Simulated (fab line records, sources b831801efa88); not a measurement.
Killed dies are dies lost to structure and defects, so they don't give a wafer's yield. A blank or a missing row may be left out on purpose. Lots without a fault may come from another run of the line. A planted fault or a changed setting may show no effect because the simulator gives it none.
Which tool did it? | flow gf180mcu | 10 lots, 30 wafers sampled, at 3 steps of a route of 602

WHAT THE GAUGES READ, wafer by wafer
GF_V1_RS_MEAS_24: measures by four-point-probe. Usual: V1_W_RS 0.323 ohm/sq, standard deviation 0.0044.
lot  | measured     | on            | V1_W_RS (ohm/sq)                    | flag
L183 | day 19 12:26 | film_metro-02 | 0.322 0.319 0.322                   |
L184 | day 19 20:23 | film_metro-03 | 0.227 0.228 0.227 0.227 0.229 0.227 | OFF
L185 | day 20 07:30 | film_metro-02 | 0.227 0.226 0.227 0.226 0.227 0.226 | OFF
L195 | day 24 02:13 | film_metro-01 | 0.327 0.327 0.326                   |
L196 | day 24 11:28 | film_metro-01 | 0.328 0.329 0.333                   |
L197 | day 24 13:43 | film_metro-01 | 0.336 0.332 0.333                   |
L198 | day 24 22:34 | film_metro-02 | 0.324 0.328 0.322                   |
L199 | day 25 04:44 | film_metro-01 | 0.318 0.317 0.316                   |
L200 | day 25 23:29 | film_metro-01 | 0.331 0.327 0.329                   |
L202 | day 26 09:11 | film_metro-02 | 0.321 0.326 0.324                   |

GF_V1_THK_MEAS_25: measures by xrf. Usual: V1_W_THK 362 nm, standard deviation 5.2.
lot  | measured     | on            | V1_W_THK (nm)           | flag
L183 | day 19 12:32 | film_metro-02 | 362 363 360             |
L184 | day 20 01:07 | film_metro-03 | 507 507 509 511 506 510 | OFF
L185 | day 20 09:18 | film_metro-02 | 523 524 520 518 523 519 | OFF
L195 | day 24 02:19 | film_metro-01 | 358 358 358             |
L196 | day 24 11:35 | film_metro-01 | 359 354 351             |
L197 | day 24 13:49 | film_metro-01 | 349 354 350             |
L198 | day 24 22:40 | film_metro-02 | 357 355 363             |
L199 | day 25 04:51 | film_metro-01 | 368 369 370             |
L200 | day 25 23:36 | film_metro-01 | 351 359 355             |
L202 | day 26 09:17 | film_metro-02 | 363 359 362             |

WHICH TOOL RAN EACH LOT (tool, then ch and the chambers of the sampled wafers, then the start)
lot  | GF_V1_CVD_23
L183 | cvd_w-01 ch 0,1, day 19 12:19
L184 | cvd_w-01 ch 0,1, day 19 20:16
L185 | cvd_w-01 ch 0,1, day 20 07:22
L195 | cvd_w-01 ch 0,1, day 24 02:06
L196 | cvd_w-01 ch 0,1, day 24 11:22
L197 | cvd_w-01 ch 0,1, day 24 13:36
L198 | cvd_w-01 ch 0,1, day 24 22:27
L199 | cvd_w-02 ch 1, day 25 04:32
L200 | cvd_w-01 ch 0,1, day 25 23:22
L202 | cvd_w-01 ch 0,1, day 26 09:04
- GF_V1_CVD_23: deposits W, target thk 350 nm, time 105.05 s.

WHAT THE TOOLS THEMSELVES READ (means of the sampled wafers that have a number; where no wafer has one, the mark that the record gives instead)
GF_V1_CVD_23. Usual: heater_power_w 894 W, standard deviation 54.
lot  | tool     | heater_power_w (W) | flag
L183 | cvd_w-01 | 870                |
L184 | cvd_w-01 | 900                |
L185 | cvd_w-01 | 891                |
L195 | cvd_w-01 | 868                |
L196 | cvd_w-01 | 869                |
L197 | cvd_w-01 | 898                |
L198 | cvd_w-01 | 875                |
L199 | cvd_w-02 | 848                |
L200 | cvd_w-01 | 910                |
L202 | cvd_w-01 | 879                |

THE ANSWER, worked out from the rows above alone
Rule: a lot is off if the mean of its wafers that have a number lies more than 3 standard deviations from the usual mean. A lot without any number at a reading at which 4 lots or more have one is off too. The other lots that the step has rows for count as sound. The gauges are gone through in route order, then the tools' own readings, and for those a lot's mean is taken as printed above. The first step at which some lot is off is used, and at that step the reading that is off furthest; a lot without a number counts as furthest.
Off: L184, L185, at GF_V1_RS_MEAS_24 (V1_W_RS).
A tool fits if, at a process step before that reading, it ran every lot that is off, and no sound lot after the first of them. The gauges at GF_V1_RS_MEAS_24 are tried like those tools. None of those tried fits.

WHAT THE SIMULATOR HAD PUT IN
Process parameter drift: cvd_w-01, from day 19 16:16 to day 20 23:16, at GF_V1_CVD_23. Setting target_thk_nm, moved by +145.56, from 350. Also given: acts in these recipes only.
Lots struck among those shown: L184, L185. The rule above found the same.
